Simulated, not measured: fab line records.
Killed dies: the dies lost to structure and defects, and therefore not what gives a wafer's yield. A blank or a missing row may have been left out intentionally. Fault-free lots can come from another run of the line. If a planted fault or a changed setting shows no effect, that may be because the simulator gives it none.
Problem report in the 8D (eight disciplines) form, filled by code	flow gf180mcu	the parts of the form that need people (team, actions taken, sign-off) are left out

## 1. THE ISSUE
TOP_METAL_ALCU_RS at GF_TOP_METAL_RS_MEAS_05 reads a mean of 0.03664 ohm/sq on 2 wafers of 2 lots; wafers without a fault read 0.03272 ohm/sq with a standard deviation of 0.00024. Measured from the usual mean, that is +16 standard deviations.
The step: measures by four-point-probe.
First observed at day 29 20:14: wafer L129.4, on film-metro-03. At this step, 33 wafers from 11 lots have a number in the record. The rule behind "out" and "out of limits": a value lying over 4 standard deviations away from the usual mean. The other wafers with a number count as sound.

## 2. WHAT IT IS AND WHAT IT IS NOT
question	is	is not
which readings at this step	TOP_METAL_ALCU_RS	-
which lots	L129, L133	L124, L127, L128, L131, L139, L141, L142, L146, L147
which wafers of those lots	L129.4, L133.2	L129.2, L129.3, L133.1, L133.4
read on which gauges	film-metro-03, film-metro-04	film-metro-01
when	from day 29 20:14	up to then (11 sound wafers); but 20 sound wafers of L131, L133, L139, L141, L142, L146, L147 came after

## 3. SUSPECTS, AND WHAT RULES EACH OUT
Counting: a tool at a process step up to the reading stays a suspect if it ran every lot that is out. Sound lots after the first of them don't rule it out here, since some wafers of a struck lot are sound.
- the gauge at GF_TOP_METAL_RS_MEAS_05 is ruled out. The wafers that are out were read on 2 gauges (film-metro-03, film-metro-04).
- pvd-sputter-03 at GF_TOP_METAL_SPUTTER_02 (material AlCu, target thk 900 nm, time 47.82 s): kept. Every lot that is out went through it, the first being L129 (day 29 20:08); the last sound lot it ran before that was L128 (day 29 10:24).
After counting, what remains is pvd-sputter-03 at GF_TOP_METAL_SPUTTER_02.

## 4. THE CAUSE (what the simulator had put in)
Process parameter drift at GF_TOP_METAL_SPUTTER_02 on pvd-sputter-03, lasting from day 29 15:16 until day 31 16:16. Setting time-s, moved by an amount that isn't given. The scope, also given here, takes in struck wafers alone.
This tool alone remained once counting was done.

## 5. SEQUENCE OF EFFECTS, ordered by route
One row per reading whose mean, taken over the struck wafers that have a number, lies over 3 standard deviations from the usual. Readings are gone through only where the record gives a usual standard deviation; hours: the median, over the lots, of the time from a lot's start at the first step in this table giving one to that lot's start at this step; sigmas: the change measured in usual standard deviations.
hours	step	reading	usual	on struck wafers	change	sigmas
0	GF_TOP_METAL_RS_MEAS_05	TOP_METAL_ALCU_RS	0.03272 ohm/sq	0.03664	+0.00392	+16
0	GF_TOP_METAL_THK_MEAS_06	TOP_METAL_ALCU_THK	900 nm	808	-92	-11
18	GF_TOP_METAL_METAL_ETCH_16	oes-product-au	0.966 a.u.	0.909	-0.056	-9.7
18	GF_TOP_METAL_METAL_ETCH_16	throttle-valve-pct	28.256 %	28.312	+0.056	+5.6
Its process steps:
- GF_TOP_METAL_METAL_ETCH_16: etches the open film in Cl2/BCl3, stops on SiO2, target depth 1077.5 nm, time 179.6 s.
Later steps that measure or inspect, where all struck wafers having a row at the step show a number for every such reading and not one has moved that far: GF_TOP_METAL_CD_MEAS_14.

## 6. WHAT WOULD HAVE CAUGHT IT SOONER
The first out-of-limits reading at a measuring or inspecting step in this record came at day 29 20:14, 5 hours after the fault's start at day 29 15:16.
No tool reading at GF_TOP_METAL_SPUTTER_02 that has a usual standard deviation in the record was out on any struck wafer, so an alarm limit of 4 standard deviations on those readings would not have fired.
Of the lots that are out (2), L133 began GF_TOP_METAL_SPUTTER_02 on pvd-sputter-03 after day 29 20:14. Had the tool been put on hold then, it would have been spared.
